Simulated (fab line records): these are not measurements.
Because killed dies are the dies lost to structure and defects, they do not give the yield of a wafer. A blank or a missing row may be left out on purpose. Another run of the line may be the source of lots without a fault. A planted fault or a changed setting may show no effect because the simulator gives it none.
A lot that was struck, set against a sound lot / flow gf180mcu / 15 out of 602 route steps
Sound: these wafers, L476.2, L476.3, L476.6. Struck: wafer L481.3. (L481.4, L481.5 of the same lot were not struck and are left out.) The cause comes at the end.
Per side, at each step with rows, come the tool, then ch with its chambers, and then its first start. Under that, the readings that differ: sound wafers / struck wafers / difference of the means / sigmas: that difference in standard deviations of wafers without a fault.
alike: readings whose means differ by less than 2 such deviations, and words and numbers that are the same on both sides. not compared: withheld readings, readings that some wafer has no value for, bounds like >300 that may hide the same value, and numbers for which the record gives no deviation and whose values overlap.
The two part at a step that has a row with sigmas, a row that says differs or no value, or rows on one side only. When numbers do not overlap yet have no deviation, they are printed without sigmas and do not part them. A reading missing from all wafers of one side parts the sides only when that side holds two or more wafers.

GF_V2_OVL_MEAS_15:
  struck on overlay-02, day 24 15:55; sound on overlay-01, day 22 19:10
  alike: V2_OVL
then, 1 step without rows for these wafers: GF_V2_ETCH_16 (etches BARC in N2/H2).
GF_V2_ETCH_17: etches SiO2 in C4F8/O2/Ar, stops on TiN, target depth 630 nm.
  sound: rie diel-04 ch 1,2,3; struck: rie diel-01 ch 2
  alike: oes product au
then, 4 steps without rows for these wafers: GF_V2_STRIP_18 (strips in O2/N2); GF_V2_STRIP_19 (strips in post etch residue remover, time 1200 s); GF_V2_CLEAN_20 (cleans in DIW); GF_V2_SPUTTER_21 (material Ti, target thk 15 nm, time 80.02 s).
GF_V2_SPUTTER_22: material TiN, target thk 10 nm, time 40 s.
  struck on pvd sputter-04, day 24 16:40; sound on pvd sputter-02, day 22 19:55
  alike: throttle valve pct
GF_V2_CVD_23: deposits W, target thk 350 nm, time 104.94 s.
  sound on cvd w-02 ch 0,1, day 22 19:58; struck on cvd w-01 ch 1, day 24 16:44
reading=heater power w (W); sound=920 877 894; struck=783; difference=-114; sigmas=-2
GF_V2_RS_MEAS_24: measurement is done with a four-point probe.
  struck on film metro-02, day 24 16:52; sound on film metro-02, day 22 20:05
  alike: V2_W_RS
GF_V2_THK_MEAS_25: measures by xrf.
  struck on film metro-02, day 24 16:58; sound on film metro-02, day 22 20:12
  alike: V2_W_THK
GF_V2_CMP_26: polishes, stops on SiO2, t overpolish 15 s, target thk 0 nm.
  sound on cmp-01 ch 1,3, day 22 20:18; struck on cmp-02 ch 0, day 24 17:03
  alike: motor current A, overpolish run s, time to endpoint s
GF_M3_SPUTTER_00: material Ti, target thk 37.5 nm, time 150 s.
  struck on pvd sputter-03, day 24 17:18; sound on pvd sputter-03, day 22 20:33
reading=substrate temp c (C); sound=200.31 199.98 200.22; struck=199.82; difference=-0.35; sigmas=-2
reading=model.Ti_of_M3_SPUTTER_00.thk nm (nm); sound=38.12 38.2 38.28; struck=53.61; difference=+15.41; sigmas=
  alike: throttle valve pct
GF_M3_SPUTTER_01: material TiN, target thk 30 nm, time 25 s.
  struck on pvd sputter-03, day 24 17:24; sound on pvd sputter-03, day 22 20:39
  alike: throttle valve pct
following that, these wafers have no rows for 1 step: GF_PASSIVATION_PROBE_99.

== WHERE THEY PART ==
Earliest at GF_V2_CVD_23; latest, in this record, at GF_M3_SPUTTER_00. Later steps at which nothing parts them and some readings are alike: GF_M3_SPUTTER_01.

WHY: whatever the simulator had introduced
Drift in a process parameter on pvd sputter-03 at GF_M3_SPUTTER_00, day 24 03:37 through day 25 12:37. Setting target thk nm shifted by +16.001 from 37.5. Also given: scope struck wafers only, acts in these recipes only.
